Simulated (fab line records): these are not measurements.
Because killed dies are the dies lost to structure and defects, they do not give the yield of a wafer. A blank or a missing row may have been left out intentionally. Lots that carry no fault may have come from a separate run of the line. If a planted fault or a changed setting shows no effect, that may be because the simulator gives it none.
Problem report, 8D (eight disciplines) form, completed by code	flow gf180mcu	the parts of the form that need people (team, actions taken, sign-off) are left out

1. PROBLEM STATEMENT
Across 6 wafers from 2 lots, V4_CVD_02_THK at GF_V4_THK_MEAS_03 averages 767 nm, while fault-free wafers read 848 nm with a standard deviation of 13. Relative to the usual mean, that is a shift of -6.3 standard deviations.
First seen on wafer L493.3, day 28 08:38, on film metro-04. The record has a number at this step for 33 wafers belonging to 11 lots. Rule for "out" (also "out of limits"): further than 4 standard deviations from the usual mean. All remaining wafers that have a number are taken as sound.

2. WHAT IT IS AND WHAT IT IS NOT
question	is	is not
which readings at this step	V4_CVD_02_THK	-
which lots	L493, L497	L479, L480, L481, L482, L485, L487, L490, L494, L500
which wafers of those lots	all that have a number	-
read on which gauges	film metro-01, film metro-04	film metro-02
when	from day 28 08:38	up to then (21 sound wafers); but 6 sound wafers of L494, L500 came after

3. WHAT RULES OUT EACH SUSPECT
Counting: a tool at any process step up to the reading remains a suspect when it ran all the lots that are out and ran no sound lot after the first of those.
- ruled out: the gauge at GF_V4_THK_MEAS_03. 2 gauges (film metro-01, film metro-04) read the wafers that are out.
- cvd w-01 at GF_V3_CVD_23 (deposits W, target thk 350 nm, time 104.9 s): ruled out as a lasting fault. Following L493 (day 27 10:34), the first lot on it that is out, the sound lots L494, L500 were run on it.
- pecvd-02 at GF_V4_CVD_02 (deposits SiO2 from TEOS, target thk 850 nm, time 94.851 s): kept. Every lot that is out went through it, starting with L493 (day 28 08:33), and after that it ran no sound lot; the last sound lot it ran before then is L485 (day 25 20:34).
After counting, what remains is pecvd-02 at GF_V4_CVD_02.

4. THE CAUSE (what the simulator had put in)
Site profile drift: pecvd-02, from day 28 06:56 on, at GF_V4_CVD_02. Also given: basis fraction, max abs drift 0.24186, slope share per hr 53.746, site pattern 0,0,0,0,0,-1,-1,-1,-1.
Counting left only this tool.

5. THE EFFECT CHAIN, in route order
One row per reading whose mean, taken over the struck wafers that have a number, lies over 3 standard deviations from the usual. Readings are gone through only where the record gives a usual standard deviation; hours: the median, over the lots, of the time from a lot's start at the first step in this table giving one to that lot's start at this step; sigmas: the change measured in usual standard deviations.
hours	step	reading	usual	on struck wafers	change	sigmas
0	GF_V4_THK_MEAS_03	V4_CVD_02_THK	848 nm	767	-81	-6.3
-	GF_V4_ETCH_17	oes product au	0.856 a.u.	0.787	-0.069	-16
Process steps it contains:
- GF_V4_ETCH_17: etches SiO2 in C4F8/O2/Ar, stops on TiN, target depth 630 nm.

6. HOW IT WOULD HAVE BEEN CAUGHT EARLIER
In this record the first reading out of limits at a measuring or inspecting step was taken at day 28 08:38, 2 hours after the fault began at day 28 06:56.
Tool readings at GF_V4_CVD_02 with a usual standard deviation given in the record: none out on any struck wafer, hence no alarm at a limit of 4 standard deviations on them.
Of the lots that are out (2), L497 began GF_V4_CVD_02 on pecvd-02 after day 28 08:38. Had the tool been put on hold then, it would have been spared.
